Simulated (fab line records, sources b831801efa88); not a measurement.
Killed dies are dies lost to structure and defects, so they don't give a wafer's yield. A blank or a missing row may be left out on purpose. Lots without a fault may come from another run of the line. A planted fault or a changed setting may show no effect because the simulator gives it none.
One fault seen from 2 desks | flow sky130 | each desk has only its own numbers; what lay behind them comes last

THE METROLOGY DESK
What the gauges read, lot by lot, whatever tool the lot ran on: means of the sampled wafers that have a number. A lot is out of limits, marked OUT, if its mean lies more than 4 standard deviations from the usual mean; the brackets give that distance.
Columns: A = METAL2_ALCU_RS at SKY_METAL2_RS_MEAS_05, usual 0.1265 ohm/sq; B = METAL2_ALCU_THK at SKY_METAL2_THK_MEAS_06, usual 250 nm; C = cd_nm at SKY_VIA2_CD_MEAS_12, usual 199.7 nm
lot  | first seen here | A                 | B              | C
L722 | day 34 15:55    | 0.1266            | 249            | 199.6
L727 | day 36 12:29    | 0.1356 (+5.7) OUT | 237            | 202.0
L728 | day 36 16:34    | 0.1248            | 254            | 200.2
L729 | day 37 05:29    | 0.1280            | 248            | 200.3
L731 | day 38 00:29    | 0.1451 (+12) OUT  | 223 (-8.3) OUT | 200.3
L733 | day 38 04:42    | 0.1277            | 250            | 201.2
L734 | day 38 11:43    | 0.1271            | 250            | 200.5
L736 | day 38 14:29    | 0.1245            | 256            | 200.0
L738 | day 39 12:01    | 0.1276            | 248            | 197.2
L741 | day 39 23:49    | 0.1270            | 249            | 199.6
This desk's finding: out of limits on L727, L731; first on L727, day 36 12:29 (METAL2_ALCU_RS at SKY_METAL2_RS_MEAS_05). In limits: L722, L728, L729, L733, L734, L736, L738, L741.

THE TOOL OWNER'S DESK: pvd_sputter-04
The tool's own readings at SKY_METAL2_SPUTTER_02 (material AlCu, target thk 250 nm, time 13.3 s): means of the sampled wafers that have a number, for each lot that ran on this tool. A lot is out of limits, marked OUT, if its mean lies more than 4 standard deviations from the usual mean; the brackets give that distance.
Columns: A = throttle_valve_pct at SKY_METAL2_SPUTTER_02, usual 29.9 %
lot  | first seen here | A
L722 | day 34 15:50    | 29.7
L727 | day 36 12:22    | 29.8
L731 | day 38 00:21    | 29.8
This desk's finding: nothing out of limits on any of the 3 lots.

PUT TOGETHER
The metrology desk could have raised an alarm at day 36 12:29, on L727, L731.
The tool owner's desk saw nothing out of limits.
The tool owner's desk has L727, L731 on record, within its limits.
Of the lots named, all ran SKY_METAL2_SPUTTER_02 on pvd_sputter-04.

WHAT THE SIMULATOR HAD PUT IN
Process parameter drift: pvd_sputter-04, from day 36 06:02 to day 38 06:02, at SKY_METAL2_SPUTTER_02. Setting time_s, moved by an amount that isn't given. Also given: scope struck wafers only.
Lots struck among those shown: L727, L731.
Hours from the fault's start to each desk's first reading out of limits: the metrology desk, 6.
